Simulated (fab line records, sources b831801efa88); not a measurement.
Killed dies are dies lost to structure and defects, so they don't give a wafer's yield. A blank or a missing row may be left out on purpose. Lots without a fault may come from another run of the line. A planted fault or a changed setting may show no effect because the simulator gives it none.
A struck lot beside a sound one | flow sky130 | 17 steps out of a route of 708
Sound: wafers L418.3, L418.4, L418.5. Struck: wafers L416.2, L416.4, L416.6. The cause comes at the end.
At each step with rows: each side's tool, then ch and its chambers, then its first start. Under that, the readings that differ: sound wafers | struck wafers | difference of the means | sigmas: that difference in standard deviations of wafers without a fault.
alike: readings whose means differ by less than 2 such deviations, and words and numbers that are the same on both sides. not compared: withheld readings, readings that some wafer has no value for, bounds like >300 that may hide the same value, and numbers for which the record gives no deviation and whose values overlap.
The two part at a step that has a row with sigmas, a row that says differs or no value, or rows on one side only. Numbers that don't overlap but have no deviation are shown without sigmas and don't part them. A reading that every wafer of one side lacks parts them only if that side has two wafers or more.

SKY_LDD_HVN_OVL_MEAS_07:
  sound on overlay-02, day 24 18:24; struck on overlay-01, day 24 01:16
  alike: LDD_HVN_OVL
then, 1 step without rows for these wafers: SKY_LDD_HVN_IMPLANT_08.
SKY_LDD_HVN_STRIP_09: strips in O2/N2.
  sound on plasma_asher-01 ch 0,1, day 24 18:37; struck on plasma_asher-01 ch 1, day 24 01:27
  alike: chamber_pressure_mTorr, drypump_motor_current_A, oes_product_au, strip_time_to_endpoint_s
  not compared: rf_hours_counter_h
SKY_LDD_HVN_TW_MEAS_10:
  sound on film_metro-02, day 24 18:41; struck on film_metro-01, day 24 01:34
  alike: LDD_HVN_TW
then, 7 steps without rows for these wafers: SKY_LDD_HVP_DEHYDRATE_00 (time 60 s); SKY_LDD_HVP_HMDS_01 (prime time 60 s); SKY_LDD_HVP_COAT_02 (resist thk 300 nm); SKY_LDD_HVP_SOFTBAKE_03 (time 60 s); SKY_LDD_HVP_EXPOSE_04 (exposes mask HVPTM, target cd 700 nm); SKY_LDD_HVP_PEB_05; SKY_LDD_HVP_DEVELOP_06 (develop time 60 s).
SKY_LDD_HVP_OVL_MEAS_07:
  sound on overlay-02, day 25 23:16; struck on overlay-01, day 25 06:58
  alike: LDD_HVP_OVL
SKY_LDD_HVP_IMPLANT_08:
  sound on implanter-04 ch 0, day 25 23:20; struck on implanter-01 ch 0, day 25 07:01
  reading            | sound                          | struck                       | difference | sigmas
  dose_ions_cm2      | 1.7011e+13 1.701e+13 1.703e+13 | 8.63e+12 8.616e+12 8.607e+12 | -8.40e+12  | -99 or more
  faraday_current_uA | 95.4 97.5 94.1                 | 47.2 48.4 47.8               | -47.9      | -28
SKY_LDD_HVP_STRIP_09: strips in O2/N2.
  sound on plasma_asher-03 ch 0,1, day 25 23:28; struck on plasma_asher-04 ch 0,1, day 25 07:09
  alike: chamber_pressure_mTorr, drypump_motor_current_A, oes_product_au, strip_time_to_endpoint_s
  not compared: rf_hours_counter_h
SKY_LDD_HVP_TW_MEAS_10:
  sound on film_metro-01, day 25 23:33; struck on film_metro-04, day 25 07:16
  reading    | sound       | struck      | difference | sigmas
  LDD_HVP_TW | 464 466 465 | 365 364 363 | -101       | -11
then, 1 step without rows for these wafers: SKY_LDD_LDN_DEHYDRATE_00 (time 60 s).
-- the record jumps here: 23 days lie between the struck wafers' starts before and after (it left off in module LDD_LDN and takes up again in module PAD_OPEN, whose first step shown is number 708 of the route) --
SKY_PAD_OPEN_PROBE_99:
  sound on prober-01, day 48 19:55; struck on prober-01, day 48 05:50
  reading                                   | sound                | struck               | difference | sigmas
  killed_at_front_end                       | 15 13 13             | 22 32 18             | +10        | +2
  model.etest.tip_p_5v.rs_ohm_sq            | 2850 2842 2845       | 4688 4669 4711       | +1844      |
  model.etest.pfet_g5v0d10v5.r_on_ohm_um    | 4818 4748 4770       | 4986 4913 4982       | +182       |
  model.etest.pfet_g5v0d10v5.drive_ua_um    | 339.4 341.9 345.1    | 327.1 328.3 330      | -13.7      |
  model.etest.ring_5v.delay_ps              | 45.13 44.67 44.75    | 45.73 45.33 45.72    | +0.74      |
  model.etest.pfet_g5v0d10v5.off_log10_a_um | -12.74 -12.73 -12.58 | -13.02 -13.09 -12.79 | -0.28      |
  alike: killed_at_M0_to_M3, killed_at_M4_up, killed_at_contacts, killed_at_other, killed_dies, killed_open, killed_short
  not compared: model.etest.tip_p_5v.rs_ohm_sq_range, model.etest.pfet_g5v0d10v5.vt_sat_v

WHERE THEY PART
First at SKY_LDD_HVP_IMPLANT_08; last, within this record, at SKY_PAD_OPEN_PROBE_99.

WHY: what the simulator had put in
Process parameter drift: implanter-01, from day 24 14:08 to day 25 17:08, at SKY_LDD_HVP_IMPLANT_08. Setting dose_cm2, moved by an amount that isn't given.
